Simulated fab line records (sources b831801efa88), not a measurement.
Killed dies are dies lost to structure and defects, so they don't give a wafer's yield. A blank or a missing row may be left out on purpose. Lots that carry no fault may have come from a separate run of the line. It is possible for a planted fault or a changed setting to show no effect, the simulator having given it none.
The tool behind it: which one? :: flow sky130 :: 13 lots with 38 wafers sampled at 5 steps, on a route of 708 steps

## WHAT THE GAUGES READ, wafer by wafer
SKY_VT_ADJUST_HVTR_TW_MEAS_11. Usual: VT_ADJUST_HVTR_TW gives 211.0 (standard deviation 2.1).
lot: L268
measured: day 9 20:41
on: film metro-04
VT_ADJUST_HVTR_TW: 211.4 210.5 210.9
flag: 

lot: L270
measured: day 10 09:10
on: film metro-02
VT_ADJUST_HVTR_TW: 213.5 213.5 214.2
flag: 

lot: L273
measured: day 11 09:24
on: film metro-02
VT_ADJUST_HVTR_TW: 212.2 212.9 213.3
flag: 

lot: L279
measured: day 13 04:34
on: film metro-02
VT_ADJUST_HVTR_TW: 212.4 213.2
flag: 

lot: L282
measured: day 14 03:52
on: film metro-04
VT_ADJUST_HVTR_TW: 209.9 210.0 209.9
flag: 

lot: L283
measured: day 14 12:02
on: film metro-01
VT_ADJUST_HVTR_TW: 208.3 209.0 207.5
flag: 

lot: L284
measured: day 14 16:37
on: film metro-01
VT_ADJUST_HVTR_TW: 207.7 208.7 208.4
flag: 

lot: L285
measured: day 14 22:25
on: film metro-01
VT_ADJUST_HVTR_TW: 208.0 207.7 208.7
flag: 

lot: L287
measured: day 15 13:59
on: film metro-01
VT_ADJUST_HVTR_TW: 209.8 210.2 209.9
flag: 

lot: L288
measured: day 15 21:38
on: film metro-01
VT_ADJUST_HVTR_TW: 209.0 210.0 208.3
flag: 

lot: L289
measured: day 16 09:11
on: film metro-04
VT_ADJUST_HVTR_TW: 211.1 211.0 210.9
flag: 

lot: L290
measured: day 16 13:41
on: film metro-01
VT_ADJUST_HVTR_TW: 210.8 211.3 212.3
flag: 

lot: L291
measured: day 16 22:49
on: film metro-01
VT_ADJUST_HVTR_TW: 210.9 211.8 211.5
flag: 

SKY_SONOS_ONO_OVL_MEAS_14. Usual: SONOS_ONO_OVL gives 0.0 nm (standard deviation 1.4).
lot: L268
measured: day 13 08:41
on: overlay-01
SONOS_ONO_OVL (nm): 1.4 -0.5 -0.2
flag: 

lot: L270
measured: day 13 18:35
on: overlay-01
SONOS_ONO_OVL (nm): -1.6 -1.2 -1.5
flag: 

lot: L273
measured: day 14 18:56
on: overlay-02
SONOS_ONO_OVL (nm): -0.2 -0.8 -1.4
flag: 

lot: L279
measured: day 16 21:54
on: overlay-02
SONOS_ONO_OVL (nm): 2.3 -0.6
flag: 

lot: L282
measured: day 18 01:32
on: overlay-01
SONOS_ONO_OVL (nm): -0.7 0.8 1.8
flag: 

lot: L283
measured: day 18 06:11
on: overlay-01
SONOS_ONO_OVL (nm): 0.7 0.7 -0.4
flag: 

lot: L284
measured: day 18 13:51
on: overlay-01
SONOS_ONO_OVL (nm): 1.0 0.1 0.0
flag: 

lot: L285
measured: day 18 19:29
on: overlay-01
SONOS_ONO_OVL (nm): -1.8 -2.2 -1.0
flag: 

lot: L287
measured: day 19 10:47
on: overlay-02
SONOS_ONO_OVL (nm): -2.0 -1.3 -0.9
flag: 

lot: L288
measured: day 19 23:32
on: overlay-02
SONOS_ONO_OVL (nm): 1.7 0.8 -0.4
flag: 

lot: L289
measured: day 20 08:53
on: overlay-02
SONOS_ONO_OVL (nm): -0.2 -0.8 -1.6
flag: 

lot: L290
measured: day 20 15:19
on: overlay-01
SONOS_ONO_OVL (nm): -1.2 -0.5 -1.3
flag: 

lot: L291
measured: day 20 22:29
on: overlay-01
SONOS_ONO_OVL (nm): -1.8 -1.6 -2.4
flag: 

SKY_POLY_GATE_THK_MEAS_21. Usual: POLY_GATE_OXIDATION_THK gives 3.99 nm (standard deviation 0.095).
lot: L268
measured: day 17 06:05
on: film metro-01
POLY_GATE_OXIDATION_THK (nm): 4.10 3.98 3.98
flag: 

lot: L270
measured: day 17 21:58
on: film metro-03
POLY_GATE_OXIDATION_THK (nm): 3.77 3.91 3.92
flag: 

lot: L273
measured: day 18 21:32
on: film metro-03
POLY_GATE_OXIDATION_THK (nm): 4.08 4.10 4.10
flag: 

lot: L279
measured: day 21 03:06
on: film metro-01
POLY_GATE_OXIDATION_THK (nm): 3.97 4.09
flag: 

lot: L282
measured: day 22 06:42
on: film metro-03
POLY_GATE_OXIDATION_THK (nm): 3.95 3.98 4.01
flag: 

lot: L283
measured: day 22 12:22
on: film metro-02
POLY_GATE_OXIDATION_THK (nm): 4.12 4.15 4.16
flag: 

lot: L284
measured: day 22 23:42
on: film metro-01
POLY_GATE_OXIDATION_THK (nm): 4.09 4.12 3.99
flag: 

lot: L285
measured: day 23 01:54
on: film metro-03
POLY_GATE_OXIDATION_THK (nm): 4.06 4.05 4.03
flag: 

lot: L287
measured: day 23 18:36
on: film metro-02
POLY_GATE_OXIDATION_THK (nm): 3.93 3.91 3.92
flag: 

lot: L288
measured: day 24 05:28
on: film metro-02
POLY_GATE_OXIDATION_THK (nm): 3.97 4.01 3.91
flag: 

lot: L289
measured: day 24 12:58
on: film metro-03
POLY_GATE_OXIDATION_THK (nm): 3.89 3.90 3.91
flag: 

lot: L290
measured: day 24 21:14
on: film metro-03
POLY_GATE_OXIDATION_THK (nm): 4.03 3.94 4.02
flag: 

lot: L291
measured: day 25 04:21
on: film metro-03
POLY_GATE_OXIDATION_THK (nm): 4.00 4.01 3.97
flag: 

SKY_LI_CONTACT_CD_MEAS_12: target cd 170 nm. Usual: cd nm at 170.0 nm, with a standard deviation of 1.6.
lot: L268
measured: day 30 04:35
on: cd sem-02
cd nm (nm): 167.3 167.6 168.0
flag: 

lot: L270
measured: day 30 17:05
on: cd sem-02
cd nm (nm): 170.1 170.4 171.3
flag: 

lot: L273
measured: day 31 15:04
on: cd sem-02
cd nm (nm): 171.3 169.0 171.1
flag: 

lot: L279
measured: day 33 18:05
on: cd sem-01
cd nm (nm): 73.9 72.2
flag: OFF

lot: L282
measured: day 34 16:46
on: cd sem-01
cd nm (nm): 169.0 169.9 170.1
flag: 

lot: L283
measured: day 34 21:25
on: cd sem-02
cd nm (nm): 172.0 170.5 170.8
flag: 

lot: L284
measured: day 35 06:25
on: cd sem-01
cd nm (nm): 172.6 171.2 173.8
flag: 

lot: L285
measured: day 35 09:25
on: cd sem-02
cd nm (nm): 170.0 168.7 170.1
flag: 

lot: L287
measured: day 36 03:46
on: cd sem-01
cd nm (nm): 170.4 169.7 169.7
flag: 

lot: L288
measured: day 36 05:47
on: cd sem-02
cd nm (nm): 171.0 171.2 172.7
flag: 

lot: L289
measured: day 36 14:58
on: cd sem-02
cd nm (nm): 171.5 173.1 171.9
flag: 

lot: L290
measured: day 36 20:51
on: cd sem-01
cd nm (nm): 169.9 169.7 170.2
flag: 

lot: L291
measured: day 37 07:19
on: cd sem-01
cd nm (nm): 170.5 170.4 167.6
flag: 

## WHAT TOOL EACH LOT RAN ON (gives the tool, then ch and the chambers of the sampled wafers, and finally the start)
lot: L268
SKY_LI_CONTACT_EXPOSE_09: krf scanner-02 ch 0, day 29 14:00

lot: L270
SKY_LI_CONTACT_EXPOSE_09: krf scanner-01 ch 0, day 30 03:25

lot: L273
SKY_LI_CONTACT_EXPOSE_09: krf scanner-01 ch 0, day 31 01:14

lot: L279
SKY_LI_CONTACT_EXPOSE_09: krf scanner-01 ch 0, day 33 04:25

lot: L282
SKY_LI_CONTACT_EXPOSE_09: krf scanner-02 ch 0, day 34 03:38

lot: L283
SKY_LI_CONTACT_EXPOSE_09: krf scanner-02 ch 0, day 34 08:49

lot: L284
SKY_LI_CONTACT_EXPOSE_09: krf scanner-02 ch 0, day 34 17:34

lot: L285
SKY_LI_CONTACT_EXPOSE_09: krf scanner-02 ch 0, day 34 20:08

lot: L287
SKY_LI_CONTACT_EXPOSE_09: krf scanner-01 ch 0, day 35 14:25

lot: L288
SKY_LI_CONTACT_EXPOSE_09: krf scanner-01 ch 0, day 35 16:41

lot: L289
SKY_LI_CONTACT_EXPOSE_09: krf scanner-01 ch 0, day 36 02:05

lot: L290
SKY_LI_CONTACT_EXPOSE_09: krf scanner-01 ch 0, day 36 07:54

lot: L291
SKY_LI_CONTACT_EXPOSE_09: krf scanner-01 ch 0, day 36 17:40
- SKY_LI_CONTACT_EXPOSE_09: exposes mask LICM1, target cd 170 nm.

## WHAT THE TOOLS THEMSELVES READ (means of the sampled wafers that have a number; where no wafer has one, the mark that the record gives instead)
The record holds no such reading with a usual standard deviation.

## THE ANSWER, worked out from the rows above alone
Rule: take the mean of a lot's wafers that have a number; if it is more than 3 standard deviations from the usual mean, the lot is off. A lot without any number at a reading at which 4 lots or more have one is off too. The other lots that the step has rows for count as sound. The gauges are gone through in route order, then the tools' own readings, and for those a lot's mean is taken as printed above. The first step at which some lot is off is used, and at that step the reading that is off furthest; a lot without a number counts as furthest.
Off: L279 (SKY_LI_CONTACT_CD_MEAS_12, cd nm).
A tool fits if, at a process step before that reading, it ran every lot that is off, and no sound lot after the first of them. The gauges at SKY_LI_CONTACT_CD_MEAS_12 are tried like those tools. None of those tried fits.

## WHAT WAS PUT IN BY THE SIMULATOR
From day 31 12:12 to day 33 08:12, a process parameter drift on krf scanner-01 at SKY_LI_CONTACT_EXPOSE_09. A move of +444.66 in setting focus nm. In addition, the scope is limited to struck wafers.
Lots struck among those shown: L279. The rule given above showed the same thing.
